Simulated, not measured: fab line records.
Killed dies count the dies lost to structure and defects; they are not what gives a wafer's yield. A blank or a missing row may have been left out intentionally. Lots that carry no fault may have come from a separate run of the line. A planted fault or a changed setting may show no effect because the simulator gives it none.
Which tool was responsible? -- flow gf180mcu -- 13 lots with 39 wafers sampled at 2 steps, on a route of 602 steps

## WHAT EACH GAUGE READ, for each wafer
GF_V5_THK_MEAS_03. Usual: V5_CVD_02_THK typically reads 1439 nm, with standard deviation 19.
lot,measured,on,V5_CVD_02_THK (nm),flag
L881,day 26 06:47,film-metro-01,1424 1422 1454,
L882,day 27 01:50,film-metro-02,1467 1439 1454,
L884,day 27 04:50,film-metro-01,1449 1437 1434,
L886,day 28 00:23,film-metro-02,1439 1464 1461,
L885,day 28 00:51,film-metro-03,1437 1452 1462,
L893,day 30 00:59,film-metro-02,1449 1445 1441,
L894,day 30 11:33,film-metro-01,1424 1447 1448,
L895,day 30 19:27,film-metro-01,1414 1423 1448,
L896,day 30 22:52,film-metro-03,1398 1409 1444,
L898,day 31 12:53,film-metro-01,1406 1418 1458,
L899,day 31 15:02,film-metro-02,1447 1463 1447,
L901,day 32 12:03,film-metro-03,1422 1440 1452,
L904,day 32 21:45,film-metro-03,1441 1433 1465,

## TOOL THAT RAN EACH LOT (tool first, then ch and the chambers of the sampled wafers, then the start)
lot,GF_V5_CVD_02
L881,"pecvd-01 ch 1,2, day 26 06:41"
L882,"pecvd-03 ch 0,1,2, day 27 01:44"
L884,"pecvd-04 ch 0,1,2, day 27 04:45"
L886,"pecvd-01 ch 0,1,2, day 28 00:16"
L885,"pecvd-04 ch 0,2, day 28 00:43"
L893,"pecvd-04 ch 0,1,2, day 30 00:54"
L894,"pecvd-01 ch 0,1,2, day 30 11:26"
L895,"pecvd-01 ch 0,1, day 30 19:20"
L896,"pecvd-01 ch 0,1,2, day 30 22:46"
L898,"pecvd-01 ch 0,1,2, day 31 12:47"
L899,"pecvd-04 ch 1,2, day 31 14:55"
L901,"pecvd-03 ch 0,1,2, day 32 11:56"
L904,"pecvd-01 ch 0,1,2, day 32 21:38"
- GF_V5_CVD_02: deposits SiO2 from TEOS, target thk 1450 nm, time 163.28 s.

## AS READ BY THE TOOLS THEMSELVES (means over the sampled wafers that have a number; for cases with no such wafer, the mark the record gives instead)
GF_V5_CVD_02. Usual: heater-power-w reads 600 W (standard deviation 130).
lot,tool,heater-power-w (W),flag
L881,pecvd-01,634,
L882,pecvd-03,678,
L884,pecvd-04,709,
L886,pecvd-01,614,
L885,pecvd-04,712,
L893,pecvd-04,623,
L894,pecvd-01,557,
L895,pecvd-01,634,
L896,pecvd-01,584,
L898,pecvd-01,537,
L899,pecvd-04,660,
L901,pecvd-03,725,
L904,pecvd-01,567,

## THE ANSWER, worked out from the rows above alone
Rule: a lot is off if the mean of its wafers that have a number lies more than 3 standard deviations from the usual mean. Also off: a lot with no number at a reading for which 4 or more lots have one. Any other lot the step has rows for is counted as sound. The gauges are gone through in route order, then the tools' own readings, and for those a lot's mean is taken as printed above. At the first step where some lot is off, the reading lying furthest off is the one used; lots without a number count as furthest.
Across all readings shown, no lot is off: no conclusion can be drawn from this.

## WHAT THE SIMULATOR HAD PUT IN
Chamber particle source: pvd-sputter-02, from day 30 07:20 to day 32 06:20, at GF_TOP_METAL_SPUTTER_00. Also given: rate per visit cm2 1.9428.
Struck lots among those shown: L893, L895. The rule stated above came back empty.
